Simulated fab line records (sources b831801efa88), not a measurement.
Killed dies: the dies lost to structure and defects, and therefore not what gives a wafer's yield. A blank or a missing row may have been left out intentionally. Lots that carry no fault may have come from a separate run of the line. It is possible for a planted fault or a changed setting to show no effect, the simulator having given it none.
fab line records | flow gf180mcu | part 1 of 2: steps 1 to 32 of 43
record lots=5 | wafers=15 | last_day=32
route steps=602 shown V3@455 M4@456 V4@476
lots untouched by any fault: they come from a run of this same line in which no faults occurred
start_h: the number of hours between the record's first day and the start of the first shown wafer of the lot | wait_h: hours elapsed since this lot's preceding step | " same as the row above | L1.1+2: a row that stands for several wafers | - no value, or no start was given | * or withheld: withheld | < > ~ a bound
route shown NAME@n: names a module that has steps shown in the file, with the first one's number in the route | usual: mean and standard deviation over wafers with no fault | same: alike in all rows | chamber/n: place in a boat | sites: the reading at each site | _std_site: their standard deviation | _edge_site: the outer-site mean with the inner-site mean subtracted | radius_mm: how far each site lies from the wafer's centre | mask NAME#n: copy n | behind: tool/chamber where the wafer was last shaped | hold: what put the lot on hold/how long, in hours/how the hold closed | device: which transistor (n, p or np) failed to switch | end of line: tests run on the same wafers once the route is complete | a step without rows: its recipe alone | killed: not the wafer's yield, but the dies lost to structure and defects at the first sort | map: a wafer's dies, x killed, . not, _ none there
set.NAME: the setting that was run; set.NAME@STEP: the one run at that earlier step | model.NAME: the simulator's own value behind a step, which no gauge read
lots seen at some steps along the route; tables by step, rows by wafer
services: from which hour (start_h, from the record's first day; less than 0 if before it) a tool's chamber was out of use, for how many hours, and why
## steps
# step GF_V3_CMP_26
# recipe stop_on=SiO2 | down_force_psi=3.5 | platen_rpm=60 | t_overpolish_s=15 | target_thk_nm=0 | pad_velocity_m_s=0.94248
# usual motor_current_A=12.3/2.1 | overpolish_run_s=14.998/0.0093 | time_to_endpoint_s=89/5.5
lot.wafer | tool   | chamber | start_h | wait_h | motor_current_A | overpolish_run_s | time_to_endpoint_s
L078.2    | cmp-02 | 2       | 555.44  | 0.1    | 15.2            | 14.998           | 93
L078.3    | "      | 3       | "       | "      | 13.2            | 14.982           | 87
L078.5    | "      | 1       | "       | "      | 8.6             | 14.979           | 88
L082.2    | cmp-02 | 2       | 574.38  | 0.3    | 15.5            | 15.002           | 88
L082.4    | "      | 3       | "       | "      | 13.4            | 14.989           | 88
L082.1    | "      | 0       | "       | "      | 12.4            | 14.989           | 91
L083.1    | cmp-01 | 1       | 589.30  | 0.1    | 11.9            | 15.009           | 86
L083.2    | "      | 2       | "       | "      | 11.1            | 15.005           | 80
L083.6    | "      | 1       | "       | "      | 12.3            | 14.995           | 85
L087.1    | cmp-02 | 3       | 625.86  | 0.1    | 13.1            | 14.986           | 89
L087.4    | "      | 2       | "       | "      | 14.9            | 14.992           | 94
L087.5    | "      | 0       | "       | "      | 13.6            | 15.000           | 94
L089.3    | cmp-01 | 0       | 634.97  | 0.1    | 11.9            | 14.990           | 84
L089.2    | "      | 2       | "       | "      | 10.9            | 15.008           | 80
L089.6    | "      | 0       | "       | "      | 11.5            | 14.991           | 78
# step GF_M4_SPUTTER_00
# recipe material=Ti | target_thk_nm=37.5 | arriving_ion_energy_ev=80 | substrate_temp_c=200 | chamber_pressure_pa=2 | power_w=4000 | time_s=150
# usual throttle_valve_pct=30.5/0.92
lot.wafer | tool           | chamber | start_h | wait_h | throttle_valve_pct
L078.2    | pvd_sputter-01 | -       | 555.64  | 0.1    | 31.0
L078.3    | "              | -       | "       | "      | 28.8
L078.5    | "              | -       | "       | "      | 31.3
L082.1    | pvd_sputter-02 | -       | 574.63  | 0.1    | 30.2
L082.2    | "              | -       | "       | "      | 29.2
L082.4    | "              | -       | "       | "      | 30.1
L083.1    | pvd_sputter-01 | -       | 589.55  | 0.2    | 31.1
L083.2    | "              | -       | "       | "      | 28.9
L083.6    | "              | -       | "       | "      | 28.7
L087.1    | pvd_sputter-03 | -       | 626.16  | 0.2    | 31.1
L087.4    | "              | -       | "       | "      | 31.9
L087.5    | "              | -       | "       | "      | 30.9
L089.2    | pvd_sputter-01 | -       | 635.22  | 0.1    | 31.3
L089.3    | "              | -       | "       | "      | 29.0
L089.6    | "              | -       | "       | "      | 30.1
# step GF_M4_SPUTTER_01
# recipe material=TiN | target_thk_nm=30 | power_w=6500 | time_s=25 | chamber_pressure_pa=0.4
# usual throttle_valve_pct=30.4/0.92
lot.wafer | tool           | chamber | start_h | wait_h | throttle_valve_pct
L078.2    | pvd_sputter-01 | -       | 555.74  | 0.1    | 31.2
L078.3    | "              | -       | "       | "      | 28.8
L078.5    | "              | -       | "       | "      | 31.1
L082.1    | pvd_sputter-02 | -       | 574.73  | 0.1    | 29.8
L082.2    | "              | -       | "       | "      | 29.3
L082.4    | "              | -       | "       | "      | 29.9
L083.1    | pvd_sputter-01 | -       | 589.65  | 0.1    | 31.2
L083.2    | "              | -       | "       | "      | 28.5
L083.6    | "              | -       | "       | "      | 28.6
L087.1    | pvd_sputter-03 | -       | 626.26  | 0.1    | 31.0
L087.4    | "              | -       | "       | "      | 31.6
L087.5    | "              | -       | "       | "      | 30.9
L089.2    | pvd_sputter-01 | -       | 635.32  | 0.1    | 31.1
L089.3    | "              | -       | "       | "      | 28.8
L089.6    | "              | -       | "       | "      | 30.5
# step GF_M4_SPUTTER_02
# recipe material=AlCu | target_thk_nm=450 | power_w=10600 | time_s=23.9 | chamber_pressure_pa=0.4
# usual throttle_valve_pct=30.5/0.91
lot.wafer | tool           | chamber | start_h | wait_h | throttle_valve_pct
L078.2    | pvd_sputter-01 | -       | 555.77  | 0.0    | 30.9
L078.3    | "              | -       | "       | "      | 28.9
L078.5    | "              | -       | "       | "      | 31.1
L082.1    | pvd_sputter-02 | -       | 574.76  | 0.0    | 29.7
L082.2    | "              | -       | "       | "      | 29.2
L082.4    | "              | -       | "       | "      | 29.9
L083.1    | pvd_sputter-01 | -       | 589.68  | 0.0    | 31.0
L083.2    | "              | -       | "       | "      | 28.7
L083.6    | "              | -       | "       | "      | 29.1
L087.1    | pvd_sputter-03 | -       | 626.29  | 0.0    | 31.1
L087.4    | "              | -       | "       | "      | 31.7
L087.5    | "              | -       | "       | "      | 30.9
L089.2    | pvd_sputter-01 | -       | 635.35  | 0.0    | 31.4
L089.3    | "              | -       | "       | "      | 28.8
L089.6    | "              | -       | "       | "      | 30.3
# step GF_M4_SPUTTER_03
# recipe material=Ti | target_thk_nm=10 | substrate_temp_c=300 | chamber_pressure_pa=0.3 | power_w=3000 | time_s=6.7
# usual throttle_valve_pct=30.4/0.91
lot.wafer | tool           | chamber | start_h | wait_h | throttle_valve_pct
L078.2    | pvd_sputter-01 | -       | 555.80  | 0.0    | 31.1
L078.3    | "              | -       | "       | "      | 28.6
L078.5    | "              | -       | "       | "      | 30.9
L082.1    | pvd_sputter-02 | -       | 574.79  | 0.0    | 29.6
L082.2    | "              | -       | "       | "      | 29.3
L082.4    | "              | -       | "       | "      | 30.2
L083.1    | pvd_sputter-01 | -       | 589.71  | 0.0    | 31.3
L083.2    | "              | -       | "       | "      | 28.7
L083.6    | "              | -       | "       | "      | 28.7
L087.1    | pvd_sputter-03 | -       | 626.32  | 0.0    | 30.8
L087.4    | "              | -       | "       | "      | 31.7
L087.5    | "              | -       | "       | "      | 30.6
L089.2    | pvd_sputter-01 | -       | 635.38  | 0.0    | 31.0
L089.3    | "              | -       | "       | "      | 28.6
L089.6    | "              | -       | "       | "      | 30.4
# step GF_M4_SPUTTER_04
# recipe material=TiN | target_thk_nm=50 | power_w=6500 | time_s=41.7 | chamber_pressure_pa=0.4
# usual throttle_valve_pct=30.5/0.91
lot.wafer | tool           | chamber | start_h | wait_h | throttle_valve_pct
L078.2    | pvd_sputter-01 | -       | 555.82  | 0.0    | 31.0
L078.3    | "              | -       | "       | "      | 28.5
L078.5    | "              | -       | "       | "      | 31.3
L082.1    | pvd_sputter-02 | -       | 574.81  | 0.0    | 29.6
L082.2    | "              | -       | "       | "      | 29.3
L082.4    | "              | -       | "       | "      | 29.8
L083.1    | pvd_sputter-01 | -       | 589.73  | 0.0    | 31.1
L083.2    | "              | -       | "       | "      | 28.9
L083.6    | "              | -       | "       | "      | 28.8
L087.1    | pvd_sputter-03 | -       | 626.34  | 0.0    | 31.0
L087.4    | "              | -       | "       | "      | 31.6
L087.5    | "              | -       | "       | "      | 31.3
L089.2    | pvd_sputter-01 | -       | 635.40  | 0.0    | 30.9
L089.3    | "              | -       | "       | "      | 28.6
L089.6    | "              | -       | "       | "      | 30.5
# step GF_M4_RS_MEAS_05
# recipe thk_meas_gauge=four-point-probe | reads=TiN_of_M4_SPUTTER_04+Ti_of_M4_SPUTTER_03+AlCu_of_M4_SPUTTER_02+TiN_of_M4_SPUTTER_01+Ti_of_M4_SPUTTER_00
# usual M4_ALCU_RS=0.0692/0.00071
lot.wafer | tool          | chamber | start_h | wait_h | M4_ALCU_RS[ohm/sq]
L078.2    | film_metro-02 | -       | 555.88  | 0.0    | 0.0681
L078.3    | "             | -       | "       | "      | 0.0688
L078.5    | "             | -       | "       | "      | 0.0685
L082.1    | film_metro-03 | -       | 574.85  | 0.0    | 0.0684
L082.2    | "             | -       | "       | "      | 0.0700
L082.4    | "             | -       | "       | "      | 0.0692
L083.1    | film_metro-03 | -       | 589.77  | 0.0    | 0.0702
L083.2    | "             | -       | "       | "      | 0.0706
L083.6    | "             | -       | "       | "      | 0.0704
L087.1    | film_metro-01 | -       | 626.38  | 0.0    | 0.0683
L087.4    | "             | -       | "       | "      | 0.0677
L087.5    | "             | -       | "       | "      | 0.0685
L089.2    | film_metro-02 | -       | 635.46  | 0.0    | 0.0691
L089.3    | "             | -       | "       | "      | 0.0692
L089.6    | "             | -       | "       | "      | 0.0697
# step GF_M4_THK_MEAS_06
# recipe thk_meas_gauge=xrf | reads=AlCu_of_M4_SPUTTER_02
# usual M4_ALCU_THK=456/6
lot.wafer | tool          | chamber | start_h | wait_h | M4_ALCU_THK[nm]
L078.2    | film_metro-02 | -       | 555.99  | 0.1    | 462
L078.3    | "             | -       | "       | "      | 459
L078.5    | "             | -       | "       | "      | 460
L082.1    | film_metro-03 | -       | 574.97  | 0.1    | 457
L082.2    | "             | -       | "       | "      | 449
L082.4    | "             | -       | "       | "      | 450
L083.1    | film_metro-03 | -       | 589.89  | 0.1    | 445
L083.2    | "             | -       | "       | "      | 443
L083.6    | "             | -       | "       | "      | 444
L087.1    | film_metro-01 | -       | 626.50  | 0.1    | 462
L087.4    | "             | -       | "       | "      | 465
L087.5    | "             | -       | "       | "      | 459
L089.2    | film_metro-02 | -       | 635.57  | 0.1    | 463
L089.3    | "             | -       | "       | "      | 461
L089.6    | "             | -       | "       | "      | 457
# step GF_M4_DEHYDRATE_07
# recipe temp_c=200 | time_s=60
lot.wafer  | tool           | chamber | start_h | wait_h
L078.2+3+5 | litho_track-01 | 0       | 565.99  | 10.0
L082.1+2+4 | litho_track-04 | 0       | 584.91  | 9.9
L083.1+2+6 | litho_track-01 | 0       | 599.66  | 9.8
L087.1+4+5 | litho_track-04 | 0       | 636.26  | 9.7
L089.2+3+6 | litho_track-04 | 0       | 644.68  | 9.1
# step GF_M4_HMDS_08
# recipe prime_time_s=60 | prime_temp_c=120
lot.wafer  | tool           | chamber | start_h | wait_h
L078.2+3+5 | litho_track-01 | 0       | 566.14  | 0.1
L082.1+2+4 | litho_track-04 | 0       | 585.06  | 0.1
L083.1+2+6 | litho_track-01 | 0       | 599.81  | 0.1
L087.1+4+5 | litho_track-04 | 0       | 636.41  | 0.1
L089.2+3+6 | litho_track-04 | 0       | 644.83  | 0.1
# step GF_M4_COAT_09
# recipe resist=KrF | spin_rpm=withheld | resist_thk_nm=1000
lot.wafer  | tool           | chamber | start_h | wait_h
L078.2+3+5 | litho_track-01 | 0       | 566.29  | 0.1
L082.1+2+4 | litho_track-04 | 0       | 585.21  | 0.1
L083.1+2+6 | litho_track-01 | 0       | 599.96  | 0.1
L087.1+4+5 | litho_track-04 | 0       | 636.56  | 0.1
L089.2+3+6 | litho_track-04 | 0       | 644.98  | 0.1
# step GF_M4_SOFTBAKE_10
# recipe temp_c=130 | time_s=60 | resist=KrF
lot.wafer  | tool           | chamber | start_h | wait_h
L078.2+3+5 | litho_track-01 | 0       | 566.44  | 0.1
L082.1+2+4 | litho_track-04 | 0       | 585.36  | 0.1
L083.1+2+6 | litho_track-01 | 0       | 600.11  | 0.1
L087.1+4+5 | litho_track-04 | 0       | 636.71  | 0.1
L089.2+3+6 | litho_track-04 | 0       | 645.13  | 0.1
# step GF_M4_EXPOSE_11
# recipe mask_id=Metal4 | target_cd_nm=280 | na=0.68 | source_shape=conventional | sigma_outer=0.6 | dose_mj=28
lot.wafer  | tool           | chamber | start_h | wait_h | mask
L078.2+3+5 | krf_scanner-01 | 0       | -       | -      | Metal4#0
L082.1+2+4 | krf_scanner-01 | 0       | -       | -      | Metal4#0
L083.1+2+6 | krf_scanner-01 | 0       | -       | -      | Metal4#0
L087.1+4+5 | krf_scanner-02 | 0       | -       | -      | Metal4#0
L089.2+3+6 | krf_scanner-02 | 0       | -       | -      | Metal4#0
# step GF_M4_PEB_12
# recipe peb_temp_c=135 | peb_time_s=90 | resist=KrF
lot.wafer  | tool           | chamber | start_h | wait_h
L078.2+3+5 | litho_track-03 | 0       | -       | -
L082.1+2+4 | litho_track-01 | 0       | -       | -
L083.1+2+6 | litho_track-03 | 0       | -       | -
L087.1+4+5 | litho_track-01 | 0       | -       | -
L089.2+3+6 | litho_track-01 | 0       | -       | -
# step GF_M4_DEVELOP_13
# recipe develop_time_s=60 | dev_temp_c=21
lot.wafer  | tool           | chamber | start_h | wait_h
L078.2+3+5 | litho_track-03 | 0       | 577.05  | 0.2
L082.1+2+4 | litho_track-01 | 0       | 596.01  | 0.2
L083.1+2+6 | litho_track-03 | 0       | 609.98  | 0.2
L087.1+4+5 | litho_track-01 | 0       | 646.61  | 0.2
L089.2+3+6 | litho_track-01 | 0       | 654.74  | 0.2
# step GF_M4_CD_MEAS_14
# recipe target_cd_nm=280
# usual cd_nm=280.3/1.3
lot.wafer | tool      | chamber | start_h | wait_h | cd_nm
L078.2    | cd_sem-02 | -       | 577.20  | 0.1    | 280.8
L078.3    | "         | -       | "       | "      | 280.0
L078.5    | "         | -       | "       | "      | 279.9
L082.1    | cd_sem-02 | -       | 596.16  | 0.1    | 279.7
L082.2    | "         | -       | "       | "      | 279.5
L082.4    | "         | -       | "       | "      | 280.0
L083.1    | cd_sem-01 | -       | 610.13  | 0.1    | 278.8
L083.2    | "         | -       | "       | "      | 279.0
L083.6    | "         | -       | "       | "      | 278.8
L087.1    | cd_sem-02 | -       | 646.76  | 0.1    | 281.3
L087.4    | "         | -       | "       | "      | 281.6
L087.5    | "         | -       | "       | "      | 280.4
L089.2    | cd_sem-01 | -       | 654.88  | 0.1    | 280.4
L089.3    | "         | -       | "       | "      | 279.4
L089.6    | "         | -       | "       | "      | 280.7
# step GF_M4_OVL_MEAS_15
# usual M4_OVL=-1/6.1
lot.wafer | tool       | chamber | start_h | wait_h | M4_OVL[nm]
L078.2    | overlay-02 | -       | 577.30  | 0.1    | -6
L078.3    | "          | -       | "       | "      | -5
L078.5    | "          | -       | "       | "      | -3
L082.1    | overlay-02 | -       | 596.28  | 0.1    | -8
L082.2    | "          | -       | "       | "      | -16
L082.4    | "          | -       | "       | "      | -13
L083.1    | overlay-02 | -       | 610.25  | 0.1    | -5
L083.2    | "          | -       | "       | "      | -7
L083.6    | "          | -       | "       | "      | -7
L087.1    | overlay-02 | -       | 646.88  | 0.1    | 1
L087.4    | "          | -       | "       | "      | -3
L087.5    | "          | -       | "       | "      | -4
L089.2    | overlay-01 | -       | 654.99  | 0.1    | 7
L089.3    | "          | -       | "       | "      | 5
L089.6    | "          | -       | "       | "      | 5
# step GF_M4_METAL_ETCH_16
# recipe chemistry=Cl2/BCl3 | mask_material=KrF | target_depth_nm=750.8 | stop_on=SiO2 | pressure_mtorr=8 | icp_w=800 | bias_w=140 | Cl2_flow_sccm=80 | bcl3_flow_sccm=40 | time_s=125.1
# usual bcl3_flow_sccm=40.01/0.12 | drypump_motor_current_A=5.7/0.6 | oes_product_au=0.991/0.005 | throttle_valve_pct=28.229/0.0095
lot.wafer | tool         | chamber | start_h | wait_h | bcl3_flow_sccm | drypump_motor_current_A | oes_product_au | rf_hours_counter_h | throttle_valve_pct
L078.2    | rie_metal-01 | 0       | 577.33  | 0.0    | 40.20          | 4.8                     | 0.997          | 1                  | 28.218
L078.3    | "            | 1       | "       | "      | 40.05          | 6.6                     | 0.985          | -                  | 28.252
L078.5    | "            | 0       | "       | "      | 39.92          | 4.8                     | 0.987          | -                  | 28.237
L082.1    | rie_metal-02 | 1       | 596.32  | 0.0    | 40.11          | 5.8                     | 0.996          | 12                 | 28.221
L082.2    | "            | 0       | "       | "      | 40.03          | 6.2                     | 0.982          | 13                 | 28.238
L082.4    | "            | 1       | "       | "      | 39.97          | 5.8                     | 0.995          | -                  | 28.245
L083.1    | rie_metal-01 | 0       | 610.28  | 0.0    | 39.88          | 4.8                     | 0.995          | 3                  | 28.213
L083.2    | "            | 0       | "       | "      | 40.07          | 4.8                     | 0.999          | -                  | 28.247
L083.6    | "            | 0       | "       | "      | 40.04          | 4.8                     | 0.992          | -                  | 28.228
L087.1    | rie_metal-03 | 1       | 646.92  | 0.0    | 39.95          | 6.1                     | 0.994          | 5                  | 28.223
L087.4    | "            | 0       | "       | "      | 39.96          | 5.8                     | 0.992          | -                  | 28.231
L087.5    | "            | 1       | "       | "      | 39.88          | 6.1                     | 0.994          | -                  | 28.224
L089.2    | rie_metal-03 | 1       | 655.02  | 0.0    | 40.09          | 6.1                     | 0.995          | 5                  | 28.236
L089.3    | "            | 0       | "       | "      | 39.89          | 5.8                     | 0.990          | -                  | 28.241
L089.6    | "            | 0       | "       | "      | 39.88          | 5.8                     | 0.985          | -                  | 28.207
# step GF_M4_STRIP_17
# recipe chemistry=O2/N2 | power_w=1400 | pressure_mtorr=1500 | platen_temp_c=250 | o2_flow_sccm=3000 | n2_flow_sccm=300 | overash_fraction=0.5
# usual drypump_motor_current_A=5.7/0.54 | heater_power_w=321/27 | oes_product_au=0.536/0.0049 | strip_time_to_endpoint_s=7.38/0.039
lot.wafer | tool            | chamber | start_h | wait_h | drypump_motor_current_A | heater_power_w | oes_product_au | rf_hours_counter_h | strip_time_to_endpoint_s
L078.2    | plasma_asher-04 | 0       | 577.46  | 0.1    | 5.4                     | 311            | 0.532          | 93                 | 7.39
L078.3    | "               | 0       | "       | "      | 5.4                     | 308            | 0.536          | -                  | 7.42
L078.5    | "               | 1       | "       | "      | 6.1                     | 367            | 0.537          | -                  | 7.45
L082.1    | plasma_asher-03 | 1       | 596.45  | 0.1    | 6.6                     | 297            | 0.529          | 49                 | 7.37
L082.2    | "               | 0       | "       | "      | 5.5                     | 291            | 0.537          | 49                 | 7.42
L082.4    | "               | 1       | "       | "      | 6.6                     | 294            | 0.540          | -                  | 7.38
L083.1    | plasma_asher-02 | 0       | 610.54  | 0.2    | 4.9                     | 304            | 0.539          | 81                 | 7.37
L083.2    | "               | 1       | "       | "      | 6.0                     | 330            | 0.534          | 81                 | 7.33
L083.6    | "               | 1       | "       | "      | 6.0                     | 334            | 0.539          | -                  | 7.36
L087.1    | plasma_asher-02 | 0       | 647.05  | 0.1    | 4.9                     | 304            | 0.534          | 85                 | 7.35
L087.4    | "               | 0       | "       | "      | 4.9                     | 296            | 0.538          | -                  | 7.39
L087.5    | "               | 0       | "       | "      | 4.9                     | 296            | 0.533          | -                  | 7.34
L089.2    | plasma_asher-04 | 1       | 655.15  | 0.1    | 6.1                     | 378            | 0.536          | 100                | 7.40
L089.3    | "               | 0       | "       | "      | 5.4                     | 318            | 0.533          | -                  | 7.39
L089.6    | "               | 0       | "       | "      | 5.4                     | 316            | 0.539          | -                  | 7.36
# step GF_M4_STRIP_18
# recipe chemistry=post_etch_residue_remover | time_s=1200 | temp_c=72.5
lot.wafer  | tool         | chamber | start_h | wait_h
L078.2+3+5 | wet_bench-01 | 3       | 577.56  | 0.1
L082.1+2+4 | wet_bench-02 | 1       | 596.55  | 0.1
L083.1+2+6 | wet_bench-03 | 2       | 610.64  | 0.1
L087.1+4+5 | wet_bench-03 | 3       | 647.15  | 0.1
L089.2+3+6 | wet_bench-03 | 0       | 655.25  | 0.1
# step GF_M4_CLEAN_19
# recipe chemistry=DIW | dry=n2_spin
lot.wafer  | tool         | chamber | start_h | wait_h
L078.2+3+5 | wet_bench-02 | 0       | 577.90  | 0.0
L082.1+2+4 | wet_bench-01 | 0       | 596.89  | 0.0
L083.1+2+6 | wet_bench-02 | 1       | 610.98  | 0.0
L087.1+4+5 | wet_bench-01 | 2       | 647.49  | 0.0
L089.2+3+6 | wet_bench-01 | 3       | 655.59  | 0.0
# step GF_V4_CVD_00
# recipe material=SiO2 | target_thk_nm=600 | sigma_open_frac=0.3 | temp_c=400 | time_s=100 | sih4_flow_sccm=60 | pressure_mtorr=6
lot.wafer  | tool      | chamber | start_h | wait_h
L078.2+3+5 | hdpcvd-01 | 2,0,1   | 577.99  | 0.0
L082.1+2+4 | hdpcvd-02 | 1,0,2   | 596.98  | 0.0
L083.1+2+6 | hdpcvd-01 | 1,2,0   | 611.07  | 0.0
L087.1+4+5 | hdpcvd-02 | 1,2,0   | 647.58  | 0.0
L089.2+3+6 | hdpcvd-01 | 1,0,1   | 655.68  | 0.0
# step GF_V4_THK_MEAS_01
# recipe reads=SiO2_of_V4_CVD_00
# usual V4_CVD_00_THK=599/8.1
lot.wafer | tool          | chamber | start_h | wait_h | V4_CVD_00_THK[nm]
L078.2    | film_metro-02 | -       | 578.08  | 0.0    | 598
L078.3    | "             | -       | "       | "      | 603
L078.5    | "             | -       | "       | "      | 592
L082.1    | film_metro-04 | -       | 597.05  | 0.0    | 590
L082.2    | "             | -       | "       | "      | 582
L082.4    | "             | -       | "       | "      | 596
L083.1    | film_metro-02 | -       | 611.15  | 0.0    | 605
L083.2    | "             | -       | "       | "      | 604
L083.6    | "             | -       | "       | "      | 609
L087.1    | film_metro-04 | -       | 647.65  | 0.0    | 598
L087.4    | "             | -       | "       | "      | 602
L087.5    | "             | -       | "       | "      | 596
L089.2    | film_metro-02 | -       | 655.80  | 0.1    | 592
L089.3    | "             | -       | "       | "      | 602
L089.6    | "             | -       | "       | "      | 595
# step GF_V4_CVD_02
# recipe material=SiO2 | target_thk_nm=850 | precursor=TEOS | temp_c=400 | time_s=94.851 | rf_w=600
# usual heater_power_w=644/69
lot.wafer | tool     | chamber | start_h | wait_h | heater_power_w
L078.2    | pecvd-02 | 0       | 578.13  | 0.0    | 624
L078.3    | "        | 2       | "       | "      | 519
L078.5    | "        | 0       | "       | "      | 678
L082.1    | pecvd-04 | 0       | 597.11  | 0.1    | 608
L082.2    | "        | 1       | "       | "      | 632
L082.4    | "        | 1       | "       | "      | 678
L083.1    | pecvd-04 | 1       | 611.21  | 0.1    | 664
L083.2    | "        | 0       | "       | "      | 706
L083.6    | "        | 2       | "       | "      | 604
L087.1    | pecvd-03 | 0       | 647.71  | 0.1    | 688
L087.4    | "        | 0       | "       | "      | 716
L087.5    | "        | 2       | "       | "      | 669
L089.2    | pecvd-02 | 2       | 655.85  | 0.0    | 543
L089.3    | "        | 0       | "       | "      | 675
L089.6    | "        | 0       | "       | "      | 529
# step GF_V4_THK_MEAS_03
# recipe reads=SiO2_of_V4_CVD_02
# usual V4_CVD_02_THK=845/12
lot.wafer | tool          | chamber | start_h | wait_h | V4_CVD_02_THK[nm]
L078.2    | film_metro-04 | -       | 578.21  | 0.0    | 850
L078.3    | "             | -       | "       | "      | 833
L078.5    | "             | -       | "       | "      | 857
L082.1    | film_metro-01 | -       | 597.18  | 0.0    | 854
L082.2    | "             | -       | "       | "      | 861
L082.4    | "             | -       | "       | "      | 863
L083.1    | film_metro-01 | -       | 611.28  | 0.0    | 847
L083.2    | "             | -       | "       | "      | 834
L083.6    | "             | -       | "       | "      | 848
L087.1    | film_metro-04 | -       | 647.78  | 0.0    | 839
L087.4    | "             | -       | "       | "      | 857
L087.5    | "             | -       | "       | "      | 848
L089.2    | film_metro-01 | -       | 655.93  | 0.0    | 851
L089.3    | "             | -       | "       | "      | 849
L089.6    | "             | -       | "       | "      | 845
# step GF_V4_CMP_04
# recipe material=SiO2 | down_force_psi=4 | platen_rpm=60 | pad_velocity_m_s=0.94248
# usual motor_current_A=13.5/2.3 | time_to_endpoint_s=82/6.6
lot.wafer | tool   | chamber | start_h | wait_h | motor_current_A | time_to_endpoint_s
L078.2    | cmp-02 | 3       | 578.31  | 0.1    | 14.1            | 80
L078.3    | "      | 0       | "       | "      | 15.0            | 76
L078.5    | "      | 3       | "       | "      | 14.6            | 83
L082.4    | cmp-02 | 1       | 597.24  | 0.0    | 9.3             | 88
L082.1    | "      | 2       | "       | "      | 16.1            | 87
L082.2    | "      | 3       | "       | "      | 14.6            | 87
L083.2    | cmp-02 | 3       | 611.39  | 0.1    | 15.3            | 76
L083.1    | "      | 1       | "       | "      | 9.7             | 81
L083.6    | "      | 2       | "       | "      | 15.4            | 86
L087.4    | cmp-02 | 2       | 647.84  | 0.0    | 15.3            | 94
L087.1    | "      | 0       | "       | "      | 14.3            | 88
L087.5    | "      | 3       | "       | "      | 15.0            | 82
L089.3    | cmp-01 | 0       | 656.03  | 0.1    | 11.9            | 74
L089.2    | "      | 2       | "       | "      | 12.3            | 75
L089.6    | "      | 0       | "       | "      | 12.2            | 72
# step GF_V4_BOW_MEAS_05
# recipe mode=bow
# usual V4_BOW=134/8.5
lot.wafer | tool          | chamber | start_h | wait_h | V4_BOW[um]
L078.2    | film_metro-01 | -       | 578.58  | 0.2    | 127
L078.3    | "             | -       | "       | "      | 124
L078.5    | "             | -       | "       | "      | 131
L082.1    | film_metro-04 | -       | 597.54  | 0.2    | 113
L082.2    | "             | -       | "       | "      | 110
L082.4    | "             | -       | "       | "      | 135
L083.1    | film_metro-01 | -       | 611.64  | 0.1    | 140
L083.2    | "             | -       | "       | "      | 120
L083.6    | "             | -       | "       | "      | 116
L087.1    | film_metro-02 | -       | 648.14  | 0.1    | 129
L087.4    | "             | -       | "       | "      | 136
L087.5    | "             | -       | "       | "      | 132
L089.2    | film_metro-02 | -       | 656.30  | 0.1    | 136
L089.3    | "             | -       | "       | "      | 152
L089.6    | "             | -       | "       | "      | 153
# step GF_V4_DEHYDRATE_06
# recipe temp_c=200 | time_s=60
lot.wafer  | tool           | chamber | start_h | wait_h
L078.2+3+5 | litho_track-04 | 0       | 588.03  | 9.4
L082.1+2+4 | litho_track-03 | 0       | 606.98  | 9.4
L083.1+2+6 | litho_track-04 | 0       | 621.56  | 9.9
L087.1+4+5 | litho_track-02 | 0       | 657.62  | 9.5
L089.2+3+6 | litho_track-04 | 0       | 665.28  | 9.0
# step GF_V4_HMDS_07
# recipe prime_time_s=60 | prime_temp_c=120
lot.wafer  | tool           | chamber | start_h | wait_h
L078.2+3+5 | litho_track-04 | 0       | 588.18  | 0.1
L082.1+2+4 | litho_track-03 | 0       | 607.13  | 0.1
L083.1+2+6 | litho_track-04 | 0       | 621.71  | 0.1
L087.1+4+5 | litho_track-02 | 0       | 657.77  | 0.1
L089.2+3+6 | litho_track-04 | 0       | 665.43  | 0.1
# step GF_V4_COAT_08
# recipe resist=BARC | temp_c=withheld | time_s=withheld | spin_rpm=withheld | resist_thk_nm=withheld
lot.wafer  | tool           | chamber | start_h | wait_h
L078.2+3+5 | litho_track-04 | 0       | 588.33  | 0.1
L082.1+2+4 | litho_track-03 | 0       | 607.28  | 0.1
L083.1+2+6 | litho_track-04 | 0       | 621.86  | 0.1
L087.1+4+5 | litho_track-02 | 0       | 657.92  | 0.1
L089.2+3+6 | litho_track-04 | 0       | 665.58  | 0.1
# step GF_V4_COAT_09
# recipe resist=KrF | spin_rpm=withheld | resist_thk_nm=1000
lot.wafer  | tool           | chamber | start_h | wait_h
L078.2+3+5 | litho_track-04 | 0       | -       | -
L082.1+2+4 | litho_track-03 | 0       | -       | -
L083.1+2+6 | litho_track-04 | 0       | -       | -
L087.1+4+5 | litho_track-02 | 0       | -       | -
L089.2+3+6 | litho_track-04 | 0       | -       | -
# step GF_V4_SOFTBAKE_10
# recipe temp_c=130 | time_s=60 | resist=KrF
lot.wafer  | tool           | chamber | start_h | wait_h
L078.2+3+5 | litho_track-04 | 0       | -       | -
L082.1+2+4 | litho_track-03 | 0       | -       | -
L083.1+2+6 | litho_track-04 | 0       | -       | -
L087.1+4+5 | litho_track-02 | 0       | -       | -
L089.2+3+6 | litho_track-04 | 0       | -       | -
